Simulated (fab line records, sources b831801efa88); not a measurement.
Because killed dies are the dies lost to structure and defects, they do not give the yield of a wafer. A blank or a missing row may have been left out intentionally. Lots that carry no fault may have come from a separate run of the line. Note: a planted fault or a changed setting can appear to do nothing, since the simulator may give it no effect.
Chamber matching | flow sky130 | SKY_VIA2_CMP_02 on cmp-02: 4 sister chambers
The step polishes SiO2. 4 wafers are shown with their chamber, then 7 later ones without.

== WAFERS WITH THEIR CHAMBER ==
wafer  | chamber | motorCurrentA (A)
L414.3 | 0       | 12.8
L414.5 | 2       | 12.7
L420.1 | 1       | 13.5
L420.5 | 3       | 13.2

== WAFERS WITHOUT THEIR CHAMBER ==
wafer  | motorCurrentA (A)
L420.6 | 12.9
L421.2 | 13.2
L421.4 | 11.3
L421.5 | 12.9
L426.4 | 13.2
L426.5 | 13.6
L426.6 | 13.2

== EACH ONE'S CHAMBER ==
wafer  | from the rows above               | in truth
L420.6 | can't be placed: 0 or 2 or 3 or 1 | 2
L421.2 | can't be placed: 3 or 1 or 0 or 2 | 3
L421.4 | can't be placed: 2 or 0 or 3 or 1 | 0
L421.5 | can't be placed: 0 or 2 or 3 or 1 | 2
L426.4 | can't be placed: 3 or 1 or 0 or 2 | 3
L426.5 | can't be placed: 1 or 3 or 0 or 2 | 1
L426.6 | can't be placed: 3 or 1 or 0 or 2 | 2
Correctly placed: 0 of 7. Not placeable from these rows: 7 (in 7, the candidates include the true chamber). Placed wrongly: 0.
How it was worked out, from the rows above alone: a wafer's distance from a chamber is the root of the sum, over the readings, of the square of ((its reading less the chamber's mean) divided by the reading's scatter). The wafer belongs to the nearest chamber; if the next one is less than 2 further off, it can't be placed. A chamber's mean is the mean of its shown wafers. The scatter: with one shown wafer a chamber, the root of the mean of the squares of how far each hidden wafer lies from its nearest shown one.
